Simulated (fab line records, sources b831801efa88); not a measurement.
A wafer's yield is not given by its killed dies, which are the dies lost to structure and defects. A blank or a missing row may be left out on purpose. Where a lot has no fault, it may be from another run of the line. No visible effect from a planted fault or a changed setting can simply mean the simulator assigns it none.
fab line records -- flow sky130
record lots=14, wafers=42, last-day=50
route steps=708 shown VT_ADJUST_LVTN@105 PAD_OPEN@708
lots untouched by any fault: they come from a run of this same line in which no faults occurred
start-h: hours from the record's opening day to when the first of the lot's shown wafers began -- wait-h: time in hours since the lot's previous step -- " same as the row above -- L1.1+2: a single row standing in for several wafers -- - either no value or no given start -- * or withheld: withheld -- < > ~ a bound
route shown NAME@n: NAME is a module with steps in the file, n the number in the route of the first one -- usual: the fault-free wafers' mean and standard deviation -- same: alike in all rows -- chamber/n: place in a boat -- sites: readings site by site -- _std_site: standard deviation across them -- _edge_site: the outer-site mean with the inner-site mean subtracted -- radius-mm: for every site, how far away it sits from the centre of the wafer -- mask NAME#n: copy n -- behind: tool/chamber where the wafer was last shaped -- hold: cause of the lot's hold/its duration in hours/its outcome -- device: the n, p or np transistor that did not switch -- end of line: at the end of the route, the tests of the same wafers -- step lacking rows: just its recipe -- killed: the dies lost at the first sort to structure and to defects; this is not the yield of the wafer -- map: the dies of a wafer, with x for killed, . for not killed, _ for no die there
set.NAME: the setting that was run; set.NAME@STEP: the one run at that earlier step -- model.NAME: the simulator's own value behind a step, which no gauge read
a sample of lots followed through the steps of the route, with each step as a table and each wafer as a row
services: a tool's chamber out of use, with start hour (start-h, from the record's first day; less than 0 if before it), hours out, and reason
## steps
# step SKY_VT_ADJUST_LVTN_IMPLANT_08
# recipe species=B, energy-kev=30, dose-cm2=1.57e+12, tilt-deg=withheld
# usual beam-energy-keV=29.999/0.01, beam-on-s=10.01/0.17
lot.wafer,tool,chamber,start-h,wait-h,beam-energy-keV,beam-on-s
L180.1,implanter-04,0,138.92,0.0,30.001,9.94
L180.3,implanter-04,0,138.92,0.0,29.995,10.05
L180.5,implanter-04,0,138.92,0.0,30.001,10.05
L181.2,implanter-02,0,145.79,0.0,30.004,10.02
L181.5,implanter-02,0,145.79,0.0,30.017,10.12
L181.6,implanter-02,0,145.79,0.0,30.018,10.09
L183.2,implanter-03,0,167.89,0.0,29.989,10.21
L183.3,implanter-03,0,167.89,0.0,29.983,9.87
L183.4,implanter-03,0,167.89,0.0,29.980,9.63
L185.1,implanter-02,0,176.51,0.0,30.018,9.99
L185.2,implanter-02,0,176.51,0.0,30.008,10.06
L185.4,implanter-02,0,176.51,0.0,30.000,9.98
L184.1,implanter-04,0,178.87,0.0,30.002,10.24
L184.3,implanter-04,0,178.87,0.0,29.989,10.03
L184.5,implanter-04,0,178.87,0.0,30.001,10.13
L186.3,implanter-02,0,181.82,0.1,30.013,10.01
L186.4,implanter-02,0,181.82,0.1,30.012,9.90
L186.6,implanter-02,0,181.82,0.1,30.010,10.08
L188.1,implanter-02,0,196.76,0.0,29.993,10.12
L188.3,implanter-02,0,196.76,0.0,30.006,9.72
L188.4,implanter-02,0,196.76,0.0,29.995,9.88
L189.1,implanter-02,0,204.15,0.0,28.752,9.77
L189.5,implanter-02,0,204.15,0.0,28.758,10.37
L189.6,implanter-02,0,204.15,0.0,28.746,10.01
L190.1,implanter-04,0,210.50,0.0,29.987,10.20
L190.2,implanter-04,0,210.50,0.0,29.984,9.96
L190.4,implanter-04,0,210.50,0.0,30.002,9.97
L191.2,implanter-02,0,214.03,0.0,28.754,9.63
L191.3,implanter-02,0,214.03,0.0,28.744,9.65
L191.6,implanter-02,0,214.03,0.0,28.755,10.19
L194.1,implanter-03,0,229.51,0.0,30.008,9.94
L194.4,implanter-03,0,229.51,0.0,30.003,9.97
L194.6,implanter-03,0,229.51,0.0,30.014,10.23
L199.1,implanter-03,0,267.36,0.0,30.007,10.05
L199.4,implanter-03,0,267.36,0.0,30.000,10.08
L199.5,implanter-03,0,267.36,0.0,30.008,9.87
L201.2,implanter-04,0,274.58,0.0,29.994,10.11
L201.3,implanter-04,0,274.58,0.0,29.997,10.10
L201.5,implanter-04,0,274.58,0.0,29.990,9.79
L203.1,implanter-03,0,292.17,0.0,30.002,9.70
L203.2,implanter-03,0,292.17,0.0,30.016,10.06
L203.6,implanter-03,0,292.17,0.0,30.006,9.77
# step SKY_PAD_OPEN_PROBE_99
# usual killed_at_M0_to_M3=43/7.2, killed_at_M4_up=3.3/2, killed-at-contacts=25/5.8, killed-at-front-end=15/4.5, killed-at-other=0.3/0.62, killed-dies=86/9.4, killed-on-rim=17/3.7, killed-open=47/7.1, killed-short=39/6
# same gross-dies=492, killed-at-back-side=0
lot.wafer,tool,chamber,start-h,wait-h,killed_at_M0_to_M3,killed_at_M4_up,killed-at-contacts,killed-at-front-end,killed-at-other,killed-dies,killed-on-rim,killed-open,killed-short
L189.1,prober-02,-,1137.70,0.1,49,0,36,10,0,95,16,55,40
L189.5,prober-02,-,1137.90,0.2,48,2,23,9,0,82,11,50,32
L189.6,prober-02,-,1137.95,0.2,41,4,30,14,0,89,15,47,42
L190.1,prober-01,-,1138.44,0.1,40,2,31,9,0,82,22,43,39
L190.2,prober-01,-,1138.49,0.1,54,7,22,15,0,98,21,60,38
L190.4,prober-01,-,1138.59,0.2,43,3,32,15,0,93,20,52,40
L191.2,prober-02,-,1139.44,0.1,40,7,32,15,0,94,15,51,43
L191.3,prober-02,-,1139.49,0.2,42,1,23,15,0,81,13,46,35
L191.6,prober-02,-,1139.64,0.2,47,3,25,9,0,84,13,51,33
L194.1,prober-01,-,1155.57,0.1,40,3,31,11,0,85,23,54,31
L194.4,prober-01,-,1155.72,0.2,51,6,22,9,0,88,20,39,49
L194.6,prober-01,-,1155.82,0.2,41,6,25,14,0,86,13,46,39
L201.2,prober-02,-,1189.94,0.1,54,1,27,17,0,99,15,55,44
L201.3,prober-02,-,1189.99,0.2,46,1,39,9,1,96,15,56,40
L201.5,prober-02,-,1190.09,0.2,45,4,32,17,0,98,15,56,42
L203.1,prober-02,-,1195.53,0.1,43,5,33,17,2,100,19,63,37
L203.2,prober-02,-,1195.58,0.1,44,2,21,13,0,80,23,47,33
L203.6,prober-02,-,1195.78,0.2,46,3,30,16,0,95,15,57,38
# killed by level:class
L189.1 CONTACT:geometric-particle:open=15 VIA1:geometric-particle:open=10 VIA3:geometric-particle:open=10 VIA1:geometric-particle:short=8 LI_CONTACT:geometric-particle:open=6 CONTACT:geometric-particle:short=6 VIA2:geometric-particle:open=6 LI_CONTACT:geometric-particle:short=4
L189.5 VIA1:geometric-particle:open=10 CONTACT:geometric-particle:short=9 CONTACT:geometric-particle:open=9 VIA3:geometric-particle:open=7 METAL1:geometric-particle:short=6 FIELD_ISO:geometric-particle:open=5 VIA1:geometric-particle:short=5 METAL2:geometric-particle:open=5
L189.6 CONTACT:geometric-particle:open=10 VIA1:geometric-particle:open=9 LI_CONTACT:geometric-particle:open=7 VIA1:geometric-particle:short=6 METAL2:geometric-particle:short=5 LOCAL_INTERCONNECT:geometric-particle:short=5 VIA2:geometric-particle:open=5 VIA2:geometric-particle:short=4
L190.1 CONTACT:geometric-particle:open=11 VIA1:geometric-particle:open=9 METAL1:geometric-particle:short=8 VIA2:geometric-particle:open=6 METAL2:geometric-particle:short=6 CONTACT:geometric-particle:short=5 LOCAL_INTERCONNECT:geometric-particle:short=5 LI_CONTACT:geometric-particle:short=5
L190.2 VIA1:geometric-particle:open=12 VIA2:geometric-particle:open=11 CONTACT:geometric-particle:open=9 LI_CONTACT:geometric-particle:open=8 METAL2:geometric-particle:short=7 FIELD_ISO:geometric-particle:short=6 VIA3:geometric-particle:open=6 METAL4:geometric-particle:short=5
L190.4 CONTACT:geometric-particle:open=10 VIA3:geometric-particle:open=10 LI_CONTACT:geometric-particle:open=8 VIA1:geometric-particle:open=8 METAL2:geometric-particle:short=7 CONTACT:geometric-particle:short=7 FIELD_ISO:geometric-particle:short=5 VIA1:geometric-particle:short=5
L191.2 CONTACT:geometric-particle:open=13 VIA1:geometric-particle:open=10 VIA3:geometric-particle:open=8 LI_CONTACT:geometric-particle:open=6 METAL1:geometric-particle:short=6 FIELD_ISO:geometric-particle:open=5 CONTACT:geometric-particle:short=5 METAL2:geometric-particle:short=5
L191.3 CONTACT:geometric-particle:open=13 VIA3:geometric-particle:open=8 CONTACT:geometric-particle:short=7 VIA1:geometric-particle:short=7 VIA1:geometric-particle:open=7 VIA2:geometric-particle:open=6 FIELD_ISO:geometric-particle:short=5 POLY_GATE:geometric-particle:open=5
L191.6 VIA1:geometric-particle:open=17 CONTACT:geometric-particle:open=13 VIA1:geometric-particle:short=6 VIA3:geometric-particle:open=5 LOCAL_INTERCONNECT:geometric-particle:short=4 METAL1:geometric-particle:short=4 FIELD_ISO:geometric-particle:open=3 POLY_GATE:geometric-particle:short=3
L194.1 LI_CONTACT:geometric-particle:open=13 VIA1:geometric-particle:open=12 CONTACT:geometric-particle:open=9 METAL1:geometric-particle:short=5 VIA3:geometric-particle:open=4 VIA1:geometric-particle:short=4 VIA2:geometric-particle:open=4 FIELD_ISO:geometric-particle:open=3
L194.4 VIA1:geometric-particle:open=18 METAL1:geometric-particle:short=8 CONTACT:geometric-particle:open=6 LI_CONTACT:geometric-particle:short=5 CONTACT:geometric-particle:short=5 VIA1:geometric-particle:short=5 METAL2:geometric-particle:short=5 LI_CONTACT:geometric-particle:open=4
L194.6 VIA1:geometric-particle:open=15 CONTACT:geometric-particle:open=11 METAL1:geometric-particle:short=7 CONTACT:geometric-particle:short=6 POLY_GATE:geometric-particle:open=5 VIA1:geometric-particle:short=4 VIA2:geometric-particle:short=4 METAL4:geometric-particle:short=4
L201.2 VIA1:geometric-particle:open=17 VIA2:geometric-particle:open=8 LI_CONTACT:geometric-particle:open=7 METAL1:geometric-particle:short=7 LI_CONTACT:geometric-particle:short=6 VIA3:geometric-particle:short=6 METAL2:geometric-particle:short=5 POLY_GATE:geometric-particle:open=5
L201.3 LI_CONTACT:geometric-particle:open=12 CONTACT:geometric-particle:open=12 VIA1:geometric-particle:open=12 VIA2:geometric-particle:open=7 LOCAL_INTERCONNECT:geometric-particle:short=6 METAL1:geometric-particle:short=6 METAL3:geometric-particle:short=6 METAL2:geometric-particle:short=5
L201.5 LI_CONTACT:geometric-particle:open=11 CONTACT:geometric-particle:open=10 VIA1:geometric-particle:open=9 VIA3:geometric-particle:open=8 VIA2:geometric-particle:open=8 FIELD_ISO:geometric-particle:open=6 LOCAL_INTERCONNECT:geometric-particle:short=6 METAL1:geometric-particle:short=5
L203.1 CONTACT:geometric-particle:open=16 VIA3:geometric-particle:open=10 LI_CONTACT:geometric-particle:open=7 CONTACT:geometric-particle:short=7 VIA1:geometric-particle:open=6 METAL2:geometric-particle:short=5 VIA1:geometric-particle:short=5 VIA2:geometric-particle:open=5
L203.2 VIA1:geometric-particle:open=13 LI_CONTACT:geometric-particle:open=8 VIA2:geometric-particle:open=8 VIA1:geometric-particle:short=5 LI_CONTACT:geometric-particle:short=4 VIA3:geometric-particle:short=4 FIELD_ISO:geometric-particle:short=3 FIELD_ISO:geometric-particle:open=3
L203.6 VIA1:geometric-particle:open=15 CONTACT:geometric-particle:open=11 VIA2:geometric-particle:open=10 LI_CONTACT:geometric-particle:open=7 VIA3:geometric-particle:open=6 LI_CONTACT:geometric-particle:short=6 FIELD_ISO:geometric-particle:open=5 METAL1:geometric-particle:short=5
## services
tool,chamber,start-h,hours,kind
implanter-03,-,115.90,2.9,repair
implanter-02,-,118.37,6.6,repair
implanter-04,-,151.05,13.1,pm
implanter-03,-,179.63,2.9,repair
implanter-02,-,195.59,0.6,repair
implanter-02,-,214.85,2.5,pm
implanter-02,-,264.30,1.9,repair
## key
first-sign step=SKY_VT_ADJUST_LVTN_IMPLANT_08, reading=beam-energy-keV, direction=down, sigmas=99+, usual=*, struck=*
effect none on later readings
met-at SKY_VT_ADJUST_LVTN_IMPLANT_08
struck-lots L189,L191
tester-left-out L189,L191
onset-between 196.76 204.15
fault kind=process-parameter-drift, tool=implanter-02, chamber=-, onset-h=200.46, steps=SKY_VT_ADJUST_LVTN_IMPLANT_08, channel=energy-kev, offset=*, shape=step, end-h=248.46, acts-in=*, stated=*
# tester-left-out: of these lots the tester's yield and bins aren't shown, on N5 and GAA mostly nor the transistor test; their killed dies are dies lost to structure and defects alone, not to doping, threshold or leakage, so they don't give the yield
